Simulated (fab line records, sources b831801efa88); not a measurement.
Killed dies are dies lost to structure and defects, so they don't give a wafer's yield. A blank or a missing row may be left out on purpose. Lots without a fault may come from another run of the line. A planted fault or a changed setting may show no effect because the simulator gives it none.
fab line records | flow sky130
record lots=5 wafers=15 last_day=50
route steps=708 shown METAL1@436 VIA1@458
lots that met no fault: from a run of the same line without faults
start_h: hours from the record's first day to the start of the lot's first wafer shown | wait_h: hours since the lot's step before | " the same as in the row above | L1.1+2: a row that stands for several wafers | - no value, or no start given | * or withheld: withheld | < > ~ a bound
route shown NAME@n: a module of which the file shows steps, and the number in the route of the first | usual: mean/standard deviation of fault-free wafers | same: alike in all rows | chamber/n: place in a boat | sites: the reading at each site | _std_site: their standard deviation | _edge_site: outer sites' mean less inner sites' | radius_mm: how far each site lies from the wafer's centre | mask NAME#n: copy n | behind: the tool/chamber that last shaped the wafer | hold: why the lot was held/for how many hours/how that ended | device: the transistor (n, p or np) that didn't switch | end of line: the same wafers' tests at the end of the route | a step without rows: its recipe alone | killed: dies lost to structure and defects at the first sort, not the wafer's yield | map: a wafer's dies, x killed, . not, _ none there
set.NAME: the setting as run; set.NAME@STEP: as run at that earlier step | model.NAME: the simulator's own value behind a step, which no gauge read
lots at some steps of the route; a table a step, a row a wafer
services: from which hour (start_h, from the record's first day; less than 0 if before it) a tool's chamber was out of use, for how many hours, and why
## steps
# step SKY_METAL1_SPUTTER_02
# recipe material=AlCu target_thk_nm=250 power_w=10600 time_s=13.3 chamber_pressure_pa=0.4
# usual throttle_valve_pct=29.3/1.1
# columns lot.wafer tool chamber start_h wait_h throttle_valve_pct
L076.2 pvd_sputter-03 - 757.64 0.0 28.5
L076.3 " - " " 29.1
L076.5 " - " " 29.2
L078.1 pvd_sputter-03 - 764.89 0.0 30.6
L078.2 " - " " 28.1
L078.6 " - " " 29.6
L082.1 pvd_sputter-03 - 810.30 0.0 29.2
L082.2 " - " " 29.3
L082.3 " - " " 30.8
L090.3 pvd_sputter-03 - 867.59 0.0 28.4
L090.4 " - " " 30.7
L090.5 " - " " 28.6
L097.3 pvd_sputter-02 - 910.06 0.0 29.2
L097.5 " - " " 29.1
L097.6 " - " " 30.5
# step SKY_METAL1_SPUTTER_03
# recipe material=Ti target_thk_nm=5 power_w=3000 time_s=3.3 chamber_pressure_pa=0.4
# usual throttle_valve_pct=29.3/1.1
# columns lot.wafer tool chamber start_h wait_h throttle_valve_pct
L076.2 pvd_sputter-03 - 757.67 0.0 28.6
L076.3 " - " " 29.2
L076.5 " - " " 29.3
L078.1 pvd_sputter-03 - 764.91 0.0 30.6
L078.2 " - " " 28.4
L078.6 " - " " 29.3
L082.1 pvd_sputter-03 - 810.32 0.0 29.2
L082.2 " - " " 29.5
L082.3 " - " " 30.6
L090.3 pvd_sputter-03 - 867.61 0.0 28.2
L090.4 " - " " 30.7
L090.5 " - " " 28.1
L097.3 pvd_sputter-02 - 910.08 0.0 29.5
L097.5 " - " " 29.2
L097.6 " - " " 30.4
# step SKY_METAL1_SPUTTER_04
# recipe material=TiN target_thk_nm=70 power_w=6500 time_s=58.3 chamber_pressure_pa=0.4
# usual throttle_valve_pct=29.3/1.1
# columns lot.wafer tool chamber start_h wait_h throttle_valve_pct
L076.2 pvd_sputter-03 - 757.68 0.0 28.4
L076.3 " - " " 29.4
L076.5 " - " " 28.8
L078.1 pvd_sputter-03 - 764.93 0.0 30.8
L078.2 " - " " 28.0
L078.6 " - " " 29.5
L082.1 pvd_sputter-03 - 810.34 0.0 28.8
L082.2 " - " " 29.5
L082.3 " - " " 30.8
L090.3 pvd_sputter-03 - 867.63 0.0 28.4
L090.4 " - " " 30.4
L090.5 " - " " 28.4
L097.3 pvd_sputter-02 - 910.10 0.0 29.2
L097.5 " - " " 29.3
L097.6 " - " " 30.2
# step SKY_METAL1_RS_MEAS_05
# recipe thk_meas_gauge=four-point-probe reads=TiN_of_METAL1_SPUTTER_04+Ti_of_METAL1_SPUTTER_03+AlCu_of_METAL1_SPUTTER_02+TiN_of_METAL1_SPUTTER_01+Ti_of_METAL1_SPUTTER_00
# usual METAL1_ALCU_RS=0.1259/0.0016
# columns lot.wafer tool chamber start_h wait_h METAL1_ALCU_RS[ohm/sq]
L076.2 film_metro-04 - 757.75 0.0 0.1245
L076.3 " - " " 0.1262
L076.5 " - " " 0.1268
L078.1 film_metro-01 - 764.98 0.0 0.1277
L078.2 " - " " 0.1272
L078.6 " - " " 0.1291
L082.1 film_metro-02 - 810.39 0.0 0.1274
L082.2 " - " " 0.1289
L082.3 " - " " 0.1277
L090.3 film_metro-04 - 867.72 0.1 0.1275
L090.4 " - " " 0.1279
L090.5 " - " " 0.1281
L097.3 film_metro-02 - 910.19 0.1 0.1275
L097.5 " - " " 0.1268
L097.6 " - " " 0.1271
# step SKY_METAL1_THK_MEAS_06
# recipe thk_meas_gauge=xrf reads=AlCu_of_METAL1_SPUTTER_02
# usual METAL1_ALCU_THK=255/3.2
# columns lot.wafer tool chamber start_h wait_h METAL1_ALCU_THK[nm]
L076.2 film_metro-04 - 757.86 0.1 255
L076.3 " - " " 255
L076.5 " - " " 252
L078.1 film_metro-01 - 765.10 0.1 251
L078.2 " - " " 252
L078.6 " - " " 248
L082.1 film_metro-02 - 810.51 0.1 254
L082.2 " - " " 250
L082.3 " - " " 253
L090.3 film_metro-04 - 867.82 0.1 253
L090.4 " - " " 251
L090.5 " - " " 251
L097.3 film_metro-02 - 910.29 0.1 254
L097.5 " - " " 256
L097.6 " - " " 255
# step SKY_METAL1_DEHYDRATE_07
# recipe temp_c=200 time_s=60
# usual chill_plate_temp_C=22.99/0.1
# columns lot.wafer tool chamber start_h wait_h chill_plate_temp_C
L076.2 litho_track-02 0 771.76 13.9 23.02
L076.3 " 0 " " 23.03
L076.5 " 0 " " 23.06
L078.1 litho_track-01 0 779.14 14.0 23.07
L078.2 " 0 " " 22.85
L078.6 " 0 " " 22.98
L082.1 litho_track-01 0 822.59 12.1 22.95
L082.2 " 0 " " 23.15
L082.3 " 0 " " 22.99
L090.3 litho_track-02 0 879.98 12.2 23.13
L090.4 " 0 " " 23.17
L090.5 " 0 " " 23.23
L097.3 litho_track-01 0 920.84 10.5 23.00
L097.5 " 0 " " 23.03
L097.6 " 0 " " 23.06
# step SKY_METAL1_HMDS_08
# recipe prime_time_s=60 prime_temp_c=120
# usual chill_plate_temp_C=23.03/0.12
# columns lot.wafer tool chamber start_h wait_h chill_plate_temp_C
L076.2 litho_track-02 0 771.91 0.1 23.17
L076.3 " 0 " " 22.97
L076.5 " 0 " " 23.03
L078.1 litho_track-01 0 779.29 0.1 23.09
L078.2 " 0 " " 23.05
L078.6 " 0 " " 23.05
L082.1 litho_track-01 0 822.74 0.1 23.01
L082.2 " 0 " " 22.89
L082.3 " 0 " " 23.03
L090.3 litho_track-02 0 880.13 0.1 23.11
L090.4 " 0 " " 23.20
L090.5 " 0 " " 23.26
L097.3 litho_track-01 0 920.99 0.1 23.04
L097.5 " 0 " " 23.01
L097.6 " 0 " " 22.95
# step SKY_METAL1_COAT_09
# recipe resist=BARC temp_c=withheld time_s=withheld spin_rpm=3000 resist_thk_nm=60
# usual chill_plate_temp_C=*
# columns lot.wafer tool chamber start_h wait_h chill_plate_temp_C
L076.2 litho_track-02 0 772.06 0.1 *
L076.3 " 0 " " *
L076.5 " 0 " " *
L078.1 litho_track-01 0 779.44 0.1 *
L078.2 " 0 " " *
L078.6 " 0 " " *
L082.1 litho_track-01 0 822.89 0.1 *
L082.2 " 0 " " *
L082.3 " 0 " " *
L090.3 litho_track-02 0 880.28 0.1 *
L090.4 " 0 " " *
L090.5 " 0 " " *
L097.3 litho_track-01 0 921.14 0.1 *
L097.5 " 0 " " *
L097.6 " 0 " " *
# step SKY_METAL1_COAT_10
# recipe resist=KrF-thick spin_rpm=3000 resist_thk_nm=450
# usual chill_plate_temp_C=23.01/0.11
# columns lot.wafer tool chamber start_h wait_h chill_plate_temp_C
L076.2 litho_track-02 0 - - 22.94
L076.3 " 0 " " 23.16
L076.5 " 0 " " 23.06
L078.1 litho_track-01 0 - - 22.75
L078.2 " 0 " " 22.98
L078.6 " 0 " " 22.88
L082.1 litho_track-01 0 - - 23.23
L082.2 " 0 " " 23.27
L082.3 " 0 " " 23.28
L090.3 litho_track-02 0 - - 22.85
L090.4 " 0 " " 23.13
L090.5 " 0 " " 22.90
L097.3 litho_track-01 0 - - 22.91
L097.5 " 0 " " 23.04
L097.6 " 0 " " 22.99
# step SKY_METAL1_SOFTBAKE_11
# recipe temp_c=100 time_s=90 resist=KrF-thick
# usual chill_plate_temp_C=23.01/0.093
# columns lot.wafer tool chamber start_h wait_h chill_plate_temp_C
L076.2 litho_track-02 0 - - 22.91
L076.3 " 0 " " 23.11
L076.5 " 0 " " 23.06
L078.1 litho_track-01 0 - - 23.04
L078.2 " 0 " " 23.11
L078.6 " 0 " " 23.13
L082.1 litho_track-01 0 - - 23.03
L082.2 " 0 " " 23.06
L082.3 " 0 " " 22.95
L090.3 litho_track-02 0 - - 23.15
L090.4 " 0 " " 22.95
L090.5 " 0 " " 22.97
L097.3 litho_track-01 0 - - 22.95
L097.5 " 0 " " 22.94
L097.6 " 0 " " 23.09
# step SKY_METAL1_EXPOSE_12
# recipe mask_id=MM1 na=0.8 source_shape=annular sigma_inner=0.55 sigma_outer=0.85 target_cd_nm=140 dose_mj=28
# columns lot.wafer tool chamber start_h wait_h mask
L076.2+3+5 krf_scanner-01 0 - - MM1#0
L078.1+2+6 krf_scanner-02 0 - - MM1#0
L082.1+2+3 krf_scanner-02 0 - - MM1#0
L090.3+4+5 krf_scanner-01 0 - - MM1#0
L097.3+5+6 krf_scanner-01 0 - - MM1#0
# step SKY_METAL1_PEB_13
# recipe peb_temp_c=withheld peb_time_s=withheld resist=KrF-thick
# usual chill_plate_temp_C=*
# columns lot.wafer tool chamber start_h wait_h chill_plate_temp_C
L076.2 litho_track-02 0 - - *
L076.3 " 0 " " *
L076.5 " 0 " " *
L078.1 litho_track-03 0 - - *
L078.2 " 0 " " *
L078.6 " 0 " " *
L082.1 litho_track-03 0 - - *
L082.2 " 0 " " *
L082.3 " 0 " " *
L090.3 litho_track-02 0 - - *
L090.4 " 0 " " *
L090.5 " 0 " " *
L097.3 litho_track-03 0 - - *
L097.5 " 0 " " *
L097.6 " 0 " " *
# step SKY_METAL1_DEVELOP_14
# recipe develop_time_s=60 resist=KrF-thick dev_temp_c=21
# usual chill_plate_temp_C=23.03/0.1
# columns lot.wafer tool chamber start_h wait_h chill_plate_temp_C
L076.2 litho_track-02 0 - - 23.03
L076.3 " 0 " " 23.00
L076.5 " 0 " " 22.96
L078.1 litho_track-03 0 - - 22.96
L078.2 " 0 " " 22.95
L078.6 " 0 " " 23.17
L082.1 litho_track-03 0 - - 23.07
L082.2 " 0 " " 23.05
L082.3 " 0 " " 23.20
L090.3 litho_track-02 0 - - 23.19
L090.4 " 0 " " 23.20
L090.5 " 0 " " 22.89
L097.3 litho_track-03 0 - - 23.32
L097.5 " 0 " " 23.01
L097.6 " 0 " " 23.10
# step SKY_METAL1_CD_MEAS_15
# recipe target_cd_nm=140
# usual cd_nm=139.9/1.6
# columns lot.wafer tool chamber start_h wait_h cd_nm
L076.2 cd_sem-02 - 786.10 - 141.3
L076.3 " - " " 141.9
L076.5 " - " " 140.8
L078.1 cd_sem-02 - 793.00 - 137.9
L078.2 " - " " 138.1
L078.6 " - " " 137.7
L082.1 cd_sem-02 - 836.60 - 140.2
L082.2 " - " " 140.2
L082.3 " - " " 140.6
L090.3 cd_sem-02 - 892.02 - 140.5
L090.4 " - " " 140.5
L090.5 " - " " 140.5
L097.3 cd_sem-01 - 934.69 - 140.6
L097.5 " - " " 140.2
L097.6 " - " " 139.9
# step SKY_METAL1_OVL_MEAS_16
# usual METAL1_OVL=0/4.5
# columns lot.wafer tool chamber start_h wait_h METAL1_OVL[nm]
L076.2 overlay-01 - 786.21 0.1 15
L076.3 " - " " 9
L076.5 " - " " 5
L078.1 overlay-01 - 793.12 0.1 -5
L078.2 " - " " 0
L078.6 " - " " -1
L082.1 overlay-01 - 836.72 0.1 -3
L082.2 " - " " -1
L082.3 " - " " 0
L090.3 overlay-02 - 892.11 0.1 -5
L090.4 " - " " -4
L090.5 " - " " -1
L097.3 overlay-02 - 934.78 0.1 -1
L097.5 " - " " -2
L097.6 " - " " 2
# step SKY_METAL1_DESCUM_17
# recipe chemistry=O2 source_power_w=150 bias_power_w=0 pressure_mtorr=10 temp_c=40 time_s=8
# usual drypump_motor_current_A=5.8/0.45 oes_product_au=1.005/0.0099
# columns lot.wafer tool chamber start_h wait_h drypump_motor_current_A oes_product_au rf_hours_counter_h
L076.2 rie_metal-04 1 786.25 0.0 5.2 1.008 -
L076.3 " 1 " " 5.2 1.003 -
L076.5 " 1 " " 5.2 0.997 -
L078.1 rie_metal-04 1 793.16 0.0 5.2 1.002 14
L078.2 " 1 " " 5.2 1.001 -
L078.6 " 1 " " 5.2 1.007 -
L082.1 rie_metal-04 0 836.76 0.0 6.4 0.999 1
L082.2 " 1 " " 5.2 0.997 16
L082.3 " 1 " " 5.2 1.000 -
L090.3 rie_metal-04 1 892.15 0.0 5.2 0.998 -
L090.4 " 0 " " 6.4 0.997 -
L090.5 " 0 " " 6.4 1.008 -
L097.3 rie_metal-04 0 934.83 0.0 6.4 1.000 -
L097.5 " 0 " " 6.4 0.998 -
L097.6 " 0 " " 6.4 1.005 -
# step SKY_METAL1_ETCH_18
# recipe chemistry=N2/H2 target=BARC ion_energy_ev=200 bias_w=100 pressure_mtorr=30 n2_flow_sccm=100 h2_flow_sccm=200 icp_w=500 stop_on=SiO2 time_s=45.9 target_depth_a=600
# usual drypump_motor_current_A=5.8/0.45 oes_product_au=0.855/0.0047 throttle_valve_pct=13.225/0.009
# columns lot.wafer tool chamber start_h wait_h drypump_motor_current_A oes_product_au rf_hours_counter_h throttle_valve_pct
L076.2 rie_metal-04 1 786.35 0.1 5.2 0.852 - 13.212
L076.3 " 1 " " 5.2 0.849 - 13.229
L076.5 " 1 " " 5.2 0.855 - 13.219
L078.1 rie_metal-04 1 793.22 0.1 5.2 0.859 14 13.237
L078.2 " 1 " " 5.2 0.854 - 13.234
L078.6 " 1 " " 5.2 0.846 - 13.230
L082.1 rie_metal-04 0 836.79 0.0 6.4 0.861 1 13.235
L082.2 " 1 " " 5.2 0.849 16 13.240
L082.3 " 1 " " 5.2 0.854 - 13.236
L090.3 rie_metal-04 1 892.19 0.0 5.2 0.851 - 13.226
L090.4 " 0 " " 6.4 0.860 - 13.219
L090.5 " 0 " " 6.4 0.853 - 13.222
L097.3 rie_metal-04 0 934.91 0.1 6.4 0.853 - 13.247
L097.5 " 0 " " 6.4 0.854 - 13.221
L097.6 " 0 " " 6.4 0.848 - 13.212
# step SKY_METAL1_METAL_ETCH_19
# recipe target_depth_a=3600 stop_on=SiO2 over_etch_frac=0.3 time_s=78 chemistry=Cl2/BCl3 resist_sidewall_deg=88 pressure_mtorr=10 icp_w=900 bias_w=48.5 Cl2_flow_sccm=60 bcl3_flow_sccm=30
# usual drypump_motor_current_A=5.8/0.45 oes_product_au=0.857/0.0063 throttle_valve_pct=22.263/0.01
# same over_etch_frac=0.3
# columns lot.wafer tool chamber start_h wait_h drypump_motor_current_A oes_product_au rf_hours_counter_h throttle_valve_pct
L076.2 rie_metal-04 1 786.53 0.2 5.2 0.860 - 22.273
L076.3 " 1 " " 5.2 0.855 - 22.252
L076.5 " 1 " " 5.2 0.854 - 22.253
L078.1 rie_metal-04 1 793.35 0.1 5.2 0.859 14 22.267
L078.2 " 1 " " 5.2 0.857 - 22.257
L078.6 " 1 " " 5.2 0.848 - 22.264
L082.1 rie_metal-04 0 836.85 0.0 6.4 0.839 1 22.256
L082.2 " 1 " " 5.2 0.856 16 22.275
L082.3 " 1 " " 5.2 0.852 - 22.255
L090.3 rie_metal-04 1 892.26 0.1 5.2 0.848 - 22.272
L090.4 " 0 " " 6.4 0.848 - 22.258
L090.5 " 0 " " 6.4 0.855 - 22.263
L097.3 rie_metal-04 0 935.06 0.1 6.4 0.859 - 22.273
L097.5 " 0 " " 6.4 0.857 - 22.274
L097.6 " 0 " " 6.4 0.853 - 22.261
# step SKY_METAL1_STRIP_20
# recipe chemistry=O2/N2 power_w=1400 pressure_mtorr=1500 platen_temp_c=withheld o2_flow_sccm=3000 n2_flow_sccm=300 overash_fraction=0.5
# usual drypump_motor_current_A=5.5/0.45 o2_flow_sccm=3000/7.7 oes_product_au=0.341/0.0047 strip_time_to_endpoint_s=2.66/0.048
# columns lot.wafer tool chamber start_h wait_h drypump_motor_current_A o2_flow_sccm oes_product_au rf_hours_counter_h strip_time_to_endpoint_s
L076.2 plasma_asher-02 0 786.73 0.2 6.1 3008 0.338 97 2.69
L076.3 " 1 " " 5.8 3000 0.334 - 2.68
L076.5 " 1 " " 5.8 3005 0.335 - 2.65
L078.1 plasma_asher-04 0 793.53 0.1 5.6 2994 0.340 66 2.69
L078.2 " 1 " " 5.3 3003 0.343 66 2.71
L078.6 " 1 " " 5.3 2998 0.341 - 2.68
L082.1 plasma_asher-04 1 836.94 0.1 5.3 2997 0.345 70 2.69
L082.2 " 0 " " 5.5 3003 0.356 70 2.73
L082.3 " 0 " " 5.5 2995 0.357 - 2.70
L090.3 plasma_asher-04 0 892.36 0.1 5.5 3002 0.340 - 2.69
L090.4 " 1 " " 5.3 2995 0.341 - 2.65
L090.5 " 0 " " 5.5 3001 0.337 - 2.66
L097.3 plasma_asher-01 1 935.21 0.1 4.8 3005 0.345 - 2.68
L097.5 " 0 " " 5.8 2997 0.346 - 2.70
L097.6 " 1 " " 4.7 3003 0.340 - 2.64
# step SKY_METAL1_STRIP_21
# recipe chemistry=post_etch_residue_remover time_s=1200 temp_c=72.5
# columns lot.wafer tool chamber start_h wait_h
L076.2+3+5 wet_bench-01 2 786.83 0.1
L078.1+2+6 wet_bench-02 3 793.63 0.1
L082.1+2+3 wet_bench-01 1 837.04 0.1
L090.3+4+5 wet_bench-03 2 892.42 0.0
L097.3+5+6 wet_bench-02 2 935.28 0.0
# step SKY_METAL1_CLEAN_22
# recipe chemistry=IPA time_s=180 temp_c=25
# columns lot.wafer tool chamber start_h wait_h
L076.2+3+5 wet_bench-03 1 787.17 0.0
L078.1+2+6 wet_bench-03 0 793.97 0.0
L082.1+2+3 wet_bench-03 2 837.38 0.0
L090.3+4+5 wet_bench-01 1 892.83 0.0
L097.3+5+6 wet_bench-01 1 935.62 0.0
# step SKY_METAL1_CLEAN_23
# recipe chemistry=O3/DIW dry=n2_spin
# columns lot.wafer tool chamber start_h wait_h
L076.2+3+5 wet_bench-02 1 787.23 0.0
L078.1+2+6 wet_bench-02 1 794.03 0.0
L082.1+2+3 wet_bench-02 1 837.44 0.0
L090.3+4+5 wet_bench-02 2 892.89 0.0
L097.3+5+6 wet_bench-03 2 935.68 0.0
# step SKY_VIA1_HDPCVD_00
# recipe material=SiO2 target_thk_nm=1030 sigma_open_frac=0.3 time_s=171.7 temp_c=400 sih4_flow_sccm=60 pressure_mtorr=6
# columns lot.wafer tool chamber start_h wait_h
L076.2+3+5 hdpcvd-01 0,1,1 787.33 0.0
L078.1+2+6 hdpcvd-01 0,1,2 794.12 0.0
L082.1+2+3 hdpcvd-02 0,2,1 837.54 0.0
L090.3+4+5 hdpcvd-01 1,0,1 892.98 0.0
L097.3+5+6 hdpcvd-01 2,0,1 935.77 0.0
# step SKY_VIA1_THK_MEAS_01
# recipe reads=SiO2_of_VIA1_HDPCVD_00
# usual VIA1_HDPCVD_THK=1027/9.2
# columns lot.wafer tool chamber start_h wait_h VIA1_HDPCVD_THK[nm]
L076.2 film_metro-02 - 787.45 0.1 1007
L076.3 " - " " 1010
L076.5 " - " " 1022
L078.1 film_metro-02 - 794.23 0.1 1027
L078.2 " - " " 1025
L078.6 " - " " 1026
L082.1 film_metro-02 - 837.65 0.1 1026
L082.2 " - " " 1029
L082.3 " - " " 1033
L090.3 film_metro-02 - 893.11 0.1 1039
L090.4 " - " " 1038
L090.5 " - " " 1029
L097.3 film_metro-03 - 935.91 0.1 1033
L097.5 " - " " 1040
L097.6 " - " " 1017
# step SKY_VIA1_CMP_02
# recipe material=SiO2 down_force_psi=4 platen_rpm=60 pad_velocity_m_s=0.94248
# usual edge_zone_pressure_frac=1.000/0.0049 motor_current_A=12.3/1.3
# columns lot.wafer tool chamber start_h wait_h edge_zone_pressure_frac motor_current_A
L076.3 cmp-01 1 787.50 0.0 0.994 11.7
L076.2 " 0 " " 1.001 12.6
L076.5 " 1 " " 0.993 12.6
L078.1 cmp-01 0 794.34 0.1 1.000 12.3
L078.2 " 1 " " 1.001 12.0
L078.6 " 3 " " 0.994 11.0
L082.3 cmp-02 2 838.02 0.3 1.007 10.9
L082.1 " 3 " " 0.998 11.6
L082.2 " 0 " " 0.994 11.8
L090.4 cmp-02 2 893.15 0.0 1.002 11.0
L090.3 " 3 " " 0.997 11.6
L090.5 " 3 " " 1.001 11.0
L097.3 cmp-01 3 936.05 0.1 1.010 11.0
L097.6 " 1 " " 0.996 12.0
L097.5 " 2 " " 0.999 14.2
# step SKY_VIA1_BOW_MEAS_03
# recipe mode=bow
# usual VIA1_BOW=80/6.5
# columns lot.wafer tool chamber start_h wait_h VIA1_BOW[um]
L076.2 film_metro-02 - 787.82 0.1 96
L076.3 " - " " 71
L076.5 " - " " 91
L078.1 film_metro-01 - 794.59 0.2 82
L078.2 " - " " 81
L078.6 " - " " 82
L082.1 film_metro-03 - 838.32 0.2 84
L082.2 " - " " 91
L082.3 " - " " 82
L090.3 film_metro-01 - 893.49 0.2 70
L090.4 " - " " 76
L090.5 " - " " 75
L097.3 film_metro-01 - 936.29 0.2 81
L097.5 " - " " 59
L097.6 " - " " 79
# step SKY_VIA1_DEHYDRATE_04
# recipe temp_c=200 time_s=60
# usual chill_plate_temp_C=23.00/0.12
# columns lot.wafer tool chamber start_h wait_h chill_plate_temp_C
L076.2 litho_track-02 0 800.26 12.4 22.99
L076.3 " 0 " " 22.93
L076.5 " 0 " " 22.97
L078.1 litho_track-03 0 806.85 12.2 22.95
L078.2 " 0 " " 22.98
L078.6 " 0 " " 22.78
L082.1 litho_track-02 0 849.83 11.5 22.91
L082.2 " 0 " " 22.87
L082.3 " 0 " " 22.89
L090.3 litho_track-04 0 905.92 12.4 23.02
L090.4 " 0 " " 23.05
L090.5 " 0 " " 22.98
L097.3 litho_track-02 0 946.83 10.5 22.86
L097.5 " 0 " " 22.86
L097.6 " 0 " " 22.95
# step SKY_VIA1_HMDS_05
# recipe prime_time_s=60 prime_temp_c=120
# usual chill_plate_temp_C=22.99/0.094
# columns lot.wafer tool chamber start_h wait_h chill_plate_temp_C
L076.2 litho_track-02 0 800.41 0.1 22.99
L076.3 " 0 " " 22.93
L076.5 " 0 " " 23.06
L078.1 litho_track-03 0 807.00 0.1 22.83
L078.2 " 0 " " 22.89
L078.6 " 0 " " 23.11
L082.1 litho_track-02 0 849.98 0.1 22.82
L082.2 " 0 " " 23.07
L082.3 " 0 " " 22.94
L090.3 litho_track-04 0 906.07 0.1 23.11
L090.4 " 0 " " 23.04
L090.5 " 0 " " 22.98
L097.3 litho_track-02 0 946.98 0.1 22.99
L097.5 " 0 " " 22.99
L097.6 " 0 " " 22.95
# step SKY_VIA1_COAT_06
# recipe resist=BARC temp_c=withheld time_s=withheld spin_rpm=3000 resist_thk_nm=60
# usual chill_plate_temp_C=*
# columns lot.wafer tool chamber start_h wait_h chill_plate_temp_C
L076.2 litho_track-02 0 800.56 0.1 *
L076.3 " 0 " " *
L076.5 " 0 " " *
L078.1 litho_track-03 0 807.15 0.1 *
L078.2 " 0 " " *
L078.6 " 0 " " *
L082.1 litho_track-02 0 850.13 0.1 *
L082.2 " 0 " " *
L082.3 " 0 " " *
L090.3 litho_track-04 0 906.22 0.1 *
L090.4 " 0 " " *
L090.5 " 0 " " *
L097.3 litho_track-02 0 947.13 0.1 *
L097.5 " 0 " " *
L097.6 " 0 " " *
# step SKY_VIA1_COAT_07
# recipe resist=KrF-thick spin_rpm=3000 resist_thk_nm=450
# usual chill_plate_temp_C=23.01/0.11
# columns lot.wafer tool chamber start_h wait_h chill_plate_temp_C
L076.2 litho_track-02 0 - - 23.16
L076.3 " 0 " " 23.15
L076.5 " 0 " " 23.07
L078.1 litho_track-03 0 - - 22.95
L078.2 " 0 " " 22.90
L078.6 " 0 " " 23.02
L082.1 litho_track-02 0 - - 23.03
L082.2 " 0 " " 23.14
L082.3 " 0 " " 23.14
L090.3 litho_track-04 0 - - 23.08
L090.4 " 0 " " 23.12
L090.5 " 0 " " 23.06
L097.3 litho_track-02 0 - - 22.86
L097.5 " 0 " " 22.80
L097.6 " 0 " " 23.03
# step SKY_VIA1_SOFTBAKE_08
# recipe temp_c=100 time_s=90 resist=KrF-thick
# usual chill_plate_temp_C=23.02/0.11
# columns lot.wafer tool chamber start_h wait_h chill_plate_temp_C
L076.2 litho_track-02 0 - - 22.92
L076.3 " 0 " " 22.85
L076.5 " 0 " " 22.92
L078.1 litho_track-03 0 - - 23.17
L078.2 " 0 " " 23.04
L078.6 " 0 " " 23.14
L082.1 litho_track-02 0 - - 22.88
L082.2 " 0 " " 22.88
L082.3 " 0 " " 22.91
L090.3 litho_track-04 0 - - 23.05
L090.4 " 0 " " 23.15
L090.5 " 0 " " 23.12
L097.3 litho_track-02 0 - - 22.93
L097.5 " 0 " " 22.96
L097.6 " 0 " " 22.75
# step SKY_VIA1_EXPOSE_09
# recipe mask_id=VIM na=0.8 source_shape=annular sigma_inner=0.55 sigma_outer=0.85 target_cd_nm=150 dose_mj=38
# columns lot.wafer tool chamber start_h wait_h mask
L076.2+3+5 krf_scanner-01 0 - - VIM#0
L078.1+2+6 krf_scanner-02 0 - - VIM#0
L082.1+2+3 krf_scanner-01 0 - - VIM#0
L090.3+4+5 krf_scanner-02 0 - - VIM#0
L097.3+5+6 krf_scanner-01 0 - - VIM#0
# step SKY_VIA1_PEB_10
# recipe peb_temp_c=withheld peb_time_s=withheld resist=KrF-thick
# usual chill_plate_temp_C=*
# columns lot.wafer tool chamber start_h wait_h chill_plate_temp_C
L076.2 litho_track-03 0 - - *
L076.3 " 0 " " *
L076.5 " 0 " " *
L078.1 litho_track-03 0 - - *
L078.2 " 0 " " *
L078.6 " 0 " " *
L082.1 litho_track-02 0 - - *
L082.2 " 0 " " *
L082.3 " 0 " " *
L090.3 litho_track-03 0 - - *
L090.4 " 0 " " *
L090.5 " 0 " " *
L097.3 litho_track-04 0 - - *
L097.5 " 0 " " *
L097.6 " 0 " " *
# step SKY_VIA1_DEVELOP_11
# recipe develop_time_s=60 resist=KrF-thick dev_temp_c=21
# usual chill_plate_temp_C=23.00/0.11
# columns lot.wafer tool chamber start_h wait_h chill_plate_temp_C
L076.2 litho_track-03 0 - - 23.08
L076.3 " 0 " " 23.10
L076.5 " 0 " " 23.07
L078.1 litho_track-03 0 - - 22.91
L078.2 " 0 " " 23.02
L078.6 " 0 " " 23.08
L082.1 litho_track-02 0 - - 22.87
L082.2 " 0 " " 22.92
L082.3 " 0 " " 22.91
L090.3 litho_track-03 0 - - 23.03
L090.4 " 0 " " 23.00
L090.5 " 0 " " 23.16
L097.3 litho_track-04 0 - - 22.96
L097.5 " 0 " " 23.13
L097.6 " 0 " " 23.06
# step SKY_VIA1_CD_MEAS_12
# recipe target_cd_nm=150
# usual cd_nm=149.9/1.5
# columns lot.wafer tool chamber start_h wait_h cd_nm
L076.2 cd_sem-02 - 813.77 - 149.1
L076.3 " - " " 149.3
L076.5 " - " " 149.9
L078.1 cd_sem-02 - 820.20 - 149.2
L078.2 " - " " 149.9
L078.6 " - " " 148.8
L082.1 cd_sem-02 - 863.55 - 147.8
L082.2 " - " " 149.5
L082.3 " - " " 150.0
L090.3 cd_sem-01 - 918.39 - 151.0
L090.4 " - " " 148.6
L090.5 " - " " 149.8
L097.3 cd_sem-02 - 960.36 - 152.7
L097.5 " - " " 151.8
L097.6 " - " " 152.2
# step SKY_VIA1_OVL_MEAS_13
# usual VIA1_OVL=5/5.2
# columns lot.wafer tool chamber start_h wait_h VIA1_OVL[nm]
L076.2 overlay-02 - 813.88 0.1 9
L076.3 " - " " 4
L076.5 " - " " -1
L078.1 overlay-02 - 820.32 0.1 2
L078.2 " - " " 9
L078.6 " - " " 6
L082.1 overlay-02 - 863.67 0.1 6
L082.2 " - " " 5
L082.3 " - " " 4
L090.3 overlay-02 - 918.48 0.1 2
L090.4 " - " " 4
L090.5 " - " " 2
L097.3 overlay-02 - 960.45 0.1 3
L097.5 " - " " -1
L097.6 " - " " 1
## services
# columns tool chamber start_h hours kind
krf_scanner-01 - 740.77 0.5 repair
krf_scanner-02 - 747.12 0.8 pm
krf_scanner-02 - 771.91 1.0 pm
krf_scanner-01 - 775.25 4.0 pm
krf_scanner-01 - 779.27 1.0 pm
krf_scanner-01 - 780.27 0.8 pm
krf_scanner-02 - 808.06 0.6 repair
pvd_sputter-03 - 825.72 3.5 repair
pvd_sputter-03 - 851.53 0.9 repair
rie_metal-04 - 864.12 1.4 pm
krf_scanner-01 - 878.67 1.2 repair
krf_scanner-02 - 881.65 1.3 pm
krf_scanner-01 - 891.48 1.3 pm
rie_metal-04 - 893.39 0.3 repair
hdpcvd-01 - 893.73 0.9 repair
hdpcvd-01 1 895.79 13.0 repair
krf_scanner-02 - 915.92 0.8 pm
rie_metal-04 1 932.46 22.2 repair
krf_scanner-01 - 939.96 3.6 pm
krf_scanner-02 - 943.51 1.0 pm
hdpcvd-01 1 944.71 30.5 repair
krf_scanner-01 - 948.09 1.0 pm
krf_scanner-01 - 949.09 0.8 pm
hdpcvd-01 - 950.25 15.0 pm
## key
fault none
